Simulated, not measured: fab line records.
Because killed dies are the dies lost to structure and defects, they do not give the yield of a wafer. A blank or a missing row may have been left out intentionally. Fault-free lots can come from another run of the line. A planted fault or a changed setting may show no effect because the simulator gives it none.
fab line records	flow sky130
[record] lots = 11	wafers = 33	lastDay = 50
route steps=708 shown METAL1@435 METAL2@502 VIA2@528
lots that met no fault: taken from a fault-free run of the same line
startH: hours from the record's first day to the start of the lot's first wafer shown	waitH: time in hours since the lot's previous step	" identical to the entry in the row above	L1.1+2: several wafers, shown together as one row	- value missing, or start not given	* or withheld: withheld	< > ~ a bound
route shown NAME@n: a module of which the file shows steps, and the number in the route of the first	usual: average and standard deviation across the fault-free wafers	same: alike in all rows	chamber/n: place in a boat	sites: per-site readings	_std_site: standard deviation across them	_edge_site: mean of outer sites minus mean of inner sites	radiusMm: for every site, how far away it sits from the centre of the wafer	mask NAME#n: copy n	behind: tool/chamber where the wafer was last shaped	hold: what put the lot on hold/how long, in hours/how the hold closed	device: transistor that didn't switch, given as n, p or np	end of line: tests of these same wafers at the route's end	a step given without rows: its recipe and nothing more	killed: the dies lost at the first sort to structure and to defects; this is not the yield of the wafer	map: a wafer's dies, marking killed ones x, the rest . and places with no die _
set.NAME: the setting that was run; set.NAME@STEP: the one run at that earlier step	model.NAME: the simulator's own value behind a step, which no gauge read
the route's steps for a sample of lots (tables are steps, rows are wafers)
services: the hour from which a tool's chamber was out of use, counted from the record's first day as startH (under 0 if before that day), plus the number of hours and why
[[steps]]
[step SKY_METAL1_SPUTTER_01]
[recipe] material = TiN	targetThkNm = 20	powerW = 6500	timeS = 16.7	chamberPressurePa = 0.4
[usual] throttleValvePct = 30.1/1.2
lot.wafer	tool	chamber	startH	waitH	throttleValvePct
L685.1	pvdSputter-04	-	703.60	0.0	29.9
L685.4	"	-	"	"	29.2
L685.6	"	-	"	"	29.6
L686.2	pvdSputter-02	-	740.84	0.0	31.6
L686.3	"	-	"	"	29.7
L686.4	"	-	"	"	28.2
L687.2	pvdSputter-01	-	757.11	0.0	32.9
L687.3	"	-	"	"	29.9
L687.6	"	-	"	"	30.1
L692.2	pvdSputter-01	-	804.09	0.0	28.7
L692.5	"	-	"	"	30.2
L692.6	"	-	"	"	32.7
L693.2	pvdSputter-04	-	815.95	0.0	31.0
L693.5	"	-	"	"	29.7
L693.6	"	-	"	"	31.1
L694.1	pvdSputter-04	-	822.63	0.0	29.8
L694.5	"	-	"	"	31.0
L694.6	"	-	"	"	29.8
L701.1	pvdSputter-04	-	877.67	0.0	29.9
L701.3	"	-	"	"	31.1
L701.6	"	-	"	"	29.7
L699.1	pvdSputter-04	-	882.71	0.0	29.9
L699.3	"	-	"	"	29.1
L699.5	"	-	"	"	29.1
L703.2	pvdSputter-04	-	885.73	0.0	29.1
L703.3	"	-	"	"	30.1
L703.5	"	-	"	"	29.8
L704.1	pvdSputter-01	-	886.10	0.0	28.5
L704.3	"	-	"	"	30.1
L704.6	"	-	"	"	28.6
L707.1	pvdSputter-04	-	923.62	0.0	29.7
L707.5	"	-	"	"	30.0
L707.6	"	-	"	"	29.1
[step SKY_METAL1_THK_MEAS_06]
[recipe] thkMeasGauge = xrf	reads = AlCu_of_METAL1_SPUTTER_02
[usual] METAL1_ALCU_THK = 247.7/2.9
lot.wafer	tool	chamber	startH	waitH	METAL1_ALCU_THK[nm]
L685.1	filmMetro-02	-	703.84	0.1	242.6
L685.4	"	-	"	"	244.4
L685.6	"	-	"	"	244.7
L686.2	filmMetro-02	-	741.09	0.1	246.7
L686.3	"	-	"	"	245.2
L686.4	"	-	"	"	248.0
L687.2	filmMetro-02	-	757.35	0.1	248.4
L687.3	"	-	"	"	245.9
L687.6	"	-	"	"	246.7
L692.2	filmMetro-01	-	804.34	0.1	245.1
L692.5	"	-	"	"	240.8
L692.6	"	-	"	"	246.2
L693.2	filmMetro-01	-	816.20	0.1	245.6
L693.5	"	-	"	"	244.9
L693.6	"	-	"	"	243.6
L694.1	filmMetro-03	-	822.87	0.1	248.6
L694.5	"	-	"	"	247.3
L694.6	"	-	"	"	251.8
L701.1	filmMetro-02	-	877.91	0.1	248.8
L701.3	"	-	"	"	247.7
L701.6	"	-	"	"	250.5
L699.1	filmMetro-01	-	882.94	0.1	247.0
L699.3	"	-	"	"	250.2
L699.5	"	-	"	"	246.8
L703.2	filmMetro-03	-	885.98	0.1	245.2
L703.3	"	-	"	"	247.6
L703.5	"	-	"	"	247.1
L704.1	filmMetro-01	-	886.34	0.1	254.8
L704.3	"	-	"	"	251.5
L704.6	"	-	"	"	252.6
L707.1	filmMetro-03	-	923.86	0.1	247.8
L707.5	"	-	"	"	248.4
L707.6	"	-	"	"	248.1
[step SKY_METAL2_METAL_ETCH_19]
[recipe] targetDepthA = 3600	stopOn = SiO2	overEtchFrac = 0.3	timeS = 78	chemistry = Cl2/BCl3	resistSidewallDeg = 88	pressureMtorr = 10	icpW = 900	biasW = 48.5	Cl2_flow_sccm = 60	bcl3FlowSccm = 30
[usual] drypumpMotorCurrentA = 5.7/0.42	mfcCl2Sccm = 60.00/0.17	oesProductAu = 0.855/0.0057	rfFwdPowerW = 894/3.3	throttleValvePct = 22.265/0.009
lot.wafer	tool	chamber	startH	waitH	drypumpMotorCurrentA	mfcCl2Sccm	oesProductAu	rfFwdPowerW	rfHoursCounterH	throttleValvePct
L685.1	rieMetal-02	0	792.00	0.0	5.7	60.20	0.852	894	6	22.259
L685.4	"	1	"	"	5.1	60.25	0.852	893	-	22.255
L685.6	"	1	"	"	5.1	60.22	0.859	894	-	22.263
L686.2	rieMetal-01	1	818.50	0.0	5.2	60.07	0.857	900	4	22.273
L686.3	"	0	"	"	6.3	60.00	0.859	893	-	22.254
L686.4	"	1	"	"	5.2	60.08	0.859	897	-	22.272
L687.2	rieMetal-04	1	836.25	0.0	5.5	59.92	0.856	894	5	22.279
L687.3	"	1	"	"	5.6	59.60	0.853	894	-	22.247
L687.6	"	0	"	"	6.0	60.02	0.859	890	-	22.274
L692.2	rieMetal-04	1	885.31	0.0	5.6	59.88	0.850	892	7	22.280
L692.5	"	0	"	"	6.0	59.57	0.855	892	-	22.267
L692.6	"	1	"	"	5.6	60.26	0.858	895	-	22.268
L693.2	rieMetal-02	1	896.76	0.0	5.1	60.16	0.848	893	2	22.273
L693.5	"	0	"	"	5.7	59.94	0.858	889	-	22.260
L693.6	"	1	"	"	5.1	60.36	0.857	896	-	22.282
L694.1	rieMetal-01	1	900.85	0.0	5.2	60.00	0.854	896	7	22.249
L694.5	"	0	"	"	6.3	59.86	0.850	892	-	22.268
L694.6	"	1	"	"	5.2	59.89	0.844	888	-	22.265
L701.1	rieMetal-04	0	955.22	0.0	6.0	59.86	0.859	749	17	22.271
L701.3	"	1	"	"	5.5	59.97	0.867	752	-	22.255
L701.6	"	0	"	"	6.1	60.02	0.853	746	-	22.270
L699.1	rieMetal-04	0	960.30	0.0	6.0	60.11	0.858	754	17	22.269
L699.3	"	1	"	"	5.6	60.09	0.853	748	-	22.275
L699.5	"	1	"	"	5.6	60.24	0.856	753	-	22.243
L703.2	rieMetal-02	1	963.97	0.0	5.1	59.96	0.859	895	6	22.282
L703.3	"	0	"	"	5.7	60.11	0.854	890	-	22.259
L703.5	"	0	"	"	5.7	60.02	0.853	895	-	22.266
L704.1	rieMetal-01	0	964.32	0.0	6.3	59.90	0.858	892	8	22.256
L704.3	"	1	"	"	5.2	59.75	0.859	899	-	22.275
L704.6	"	1	"	"	5.2	60.04	0.862	896	-	22.277
L707.1	rieMetal-01	1	999.47	0.0	5.2	59.99	0.849	894	13	22.260
L707.5	"	0	"	"	6.3	60.13	0.852	894	-	22.271
L707.6	"	1	"	"	5.2	59.97	0.850	893	-	22.266
[step SKY_METAL2_STRIP_20]
[recipe] chemistry = O2/N2	powerW = 1400	pressureMtorr = 1500	platenTempC = withheld	o2FlowSccm = 3000	n2FlowSccm = 300	overashFraction = 0.5
[usual] drypumpMotorCurrentA = 5.8/0.5	oesProductAu = 0.343/0.0048	stripTimeToEndpointS = 2.702/0.026
lot.wafer	tool	chamber	startH	waitH	drypumpMotorCurrentA	oesProductAu	rfHoursCounterH	stripTimeToEndpointS
L685.1	plasmaAsher-04	1	792.09	0.1	5.0	0.340	36	2.689
L685.4	"	1	"	"	5.1	0.333	-	2.680
L685.6	"	1	"	"	5.1	0.342	-	2.710
L686.2	plasmaAsher-02	1	818.59	0.1	6.3	0.349	99	2.685
L686.3	"	1	"	"	6.3	0.341	-	2.693
L686.4	"	0	"	"	6.4	0.343	-	2.695
L687.2	plasmaAsher-01	1	836.34	0.1	5.9	0.337	9	2.637
L687.3	"	1	"	"	5.9	0.350	-	2.677
L687.6	"	1	"	"	5.9	0.341	-	2.644
L692.2	plasmaAsher-04	1	885.40	0.1	5.0	0.354	44	2.698
L692.5	"	1	"	"	5.1	0.339	-	2.698
L692.6	"	0	"	"	6.3	0.341	-	2.672
L693.2	plasmaAsher-04	1	896.85	0.1	5.1	0.348	45	2.694
L693.5	"	0	"	"	6.3	0.332	-	2.671
L693.6	"	1	"	"	5.1	0.348	-	2.718
L694.1	plasmaAsher-02	0	900.94	0.1	6.4	0.348	108	2.695
L694.5	"	0	"	"	6.4	0.333	-	2.699
L694.6	"	1	"	"	6.3	0.351	-	2.702
L701.1	plasmaAsher-02	0	955.31	0.1	6.4	0.366	113	3.063
L701.3	"	0	"	"	6.4	0.354	-	3.024
L701.6	"	0	"	"	6.4	0.351	-	3.030
L699.1	plasmaAsher-04	0	960.39	0.1	6.3	0.349	52	3.050
L699.3	"	0	"	"	6.3	0.357	-	3.045
L699.5	"	1	"	"	5.1	0.351	-	3.021
L703.2	plasmaAsher-01	1	964.06	0.1	5.9	0.341	22	2.691
L703.3	"	1	"	"	5.9	0.347	-	2.729
L703.5	"	1	"	"	5.9	0.344	-	2.724
L704.1	plasmaAsher-04	1	964.41	0.1	5.0	0.338	52	2.721
L704.3	"	1	"	"	5.1	0.338	-	2.695
L704.6	"	1	"	"	5.1	0.348	-	2.700
L707.1	plasmaAsher-02	0	999.56	0.1	6.4	0.341	117	2.723
L707.5	"	0	"	"	6.4	0.346	-	2.741
L707.6	"	1	"	"	6.3	0.344	-	2.713
[step SKY_VIA2_CVD_21]
[recipe] material = W	targetThkNm = 420	timeS = 126.4	tempC = 400	pressureTorr = 40
[usual] chamberPressureTorr = 39.99/0.09	heaterPowerW = 814/88	susceptorTempC = 400.00/0.21
lot.wafer	tool	chamber	startH	waitH	chamberPressureTorr	heaterPowerW	susceptorTempC
L685.1	cvdW-01	0	816.55	0.0	39.92	784	399.92
L685.4	"	1	"	"	39.92	781	400.20
L685.6	"	1	"	"	40.04	755	400.38
L686.2	cvdW-01	0	845.72	0.0	40.03	810	400.04
L686.3	"	1	"	"	40.00	764	400.10
L686.4	"	0	"	"	40.13	788	399.97
L687.2	cvdW-01	1	864.42	0.0	39.90	798	400.03
L687.3	"	0	"	"	40.01	790	400.32
L687.6	"	1	"	"	39.96	784	399.79
L692.2	cvdW-01	1	913.51	0.0	40.01	765	399.98
L692.5	"	1	"	"	39.93	787	399.94
L692.6	"	0	"	"	39.86	799	399.59
L693.2	cvdW-02	0	925.33	0.0	39.85	993	400.06
L693.5	"	0	"	"	40.12	972	399.87
L693.6	"	1	"	"	39.96	727	400.01
L694.1	cvdW-01	1	929.61	0.0	40.06	774	400.01
L694.5	"	1	"	"	40.04	760	400.07
L694.6	"	0	"	"	39.95	775	400.04
L701.1	cvdW-01	0	981.82	0.0	40.00	796	400.09
L701.3	"	0	"	"	39.97	805	400.53
L701.6	"	1	"	"	40.10	785	399.71
L699.1	cvdW-02	0	986.84	0.0	39.98	1012	400.09
L699.3	"	0	"	"	40.02	998	400.20
L699.5	"	1	"	"	40.00	702	399.97
L703.2	cvdW-01	1	989.71	0.1	39.83	817	400.02
L703.3	"	1	"	"	40.05	787	400.00
L703.5	"	1	"	"	39.96	768	400.15
L704.1	cvdW-02	0	990.57	0.0	39.87	1012	400.30
L704.3	"	0	"	"	39.93	995	400.02
L704.6	"	0	"	"	39.85	1009	400.27
L707.1	cvdW-02	0	1025.11	0.0	39.91	994	400.07
L707.5	"	1	"	"	39.95	717	399.81
L707.6	"	0	"	"	39.98	993	399.91
[[services]]
tool	chamber	startH	hours	kind
cvdW-01	-	686.83	3.6	repair
cvdW-02	0	700.86	2.5	repair
rieMetal-04	1	711.70	3.0	repair
cvdW-02	-	721.43	3.8	pm
rieMetal-02	-	726.13	1.0	repair
rieMetal-02	1	727.55	5.7	repair
pvdSputter-04	-	732.44	9.8	repair
pvdSputter-04	-	758.12	4.4	repair
pvdSputter-04	-	762.76	1.7	repair
cvdW-02	1	781.26	3.2	repair
pvdSputter-01	-	808.68	3.4	repair
rieMetal-02	-	811.97	0.2	repair
plasmaAsher-04	-	835.60	14.6	pm
plasmaAsher-02	-	835.97	7.1	repair
cvdW-02	0	867.46	11.8	repair
cvdW-02	-	904.00	14.0	pm
plasmaAsher-04	-	916.72	0.7	repair
pvdSputter-04	-	945.82	4.4	repair
pvdSputter-04	-	962.53	1.0	repair
cvdW-01	0	985.07	13.8	repair
rieMetal-04	-	989.88	2.2	repair
cvdW-01	-	990.89	0.7	repair
pvdSputter-04	-	1006.43	4.6	repair
cvdW-02	-	1013.26	6.0	pm
[[key]]
[firstSign] step = SKY_METAL2_METAL_ETCH_19	reading = rfFwdPowerW	direction = down	sigmas = 43	usual = 894	struck = 750
[effect] step = SKY_METAL2_STRIP_20	reading = stripTimeToEndpointS	direction = up	sigmas = 13	usual = *	struck = *
metAt SKY_METAL2_METAL_ETCH_19
struckLots L699,L701
notActingAt SKY_METAL1_SPUTTER_01,SKY_METAL1_THK_MEAS_06,SKY_VIA2_CVD_21
onsetBetween 885.31 955.22
[fault] kind = processParameterDrift	tool = rieMetal-04	chamber = -	onsetH = 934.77	steps = SKY_METAL2_METAL_ETCH_19	channel = icpW	offset = -144	shape = step	endH = 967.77	actsIn = theseRecipesOnly	stated = 900
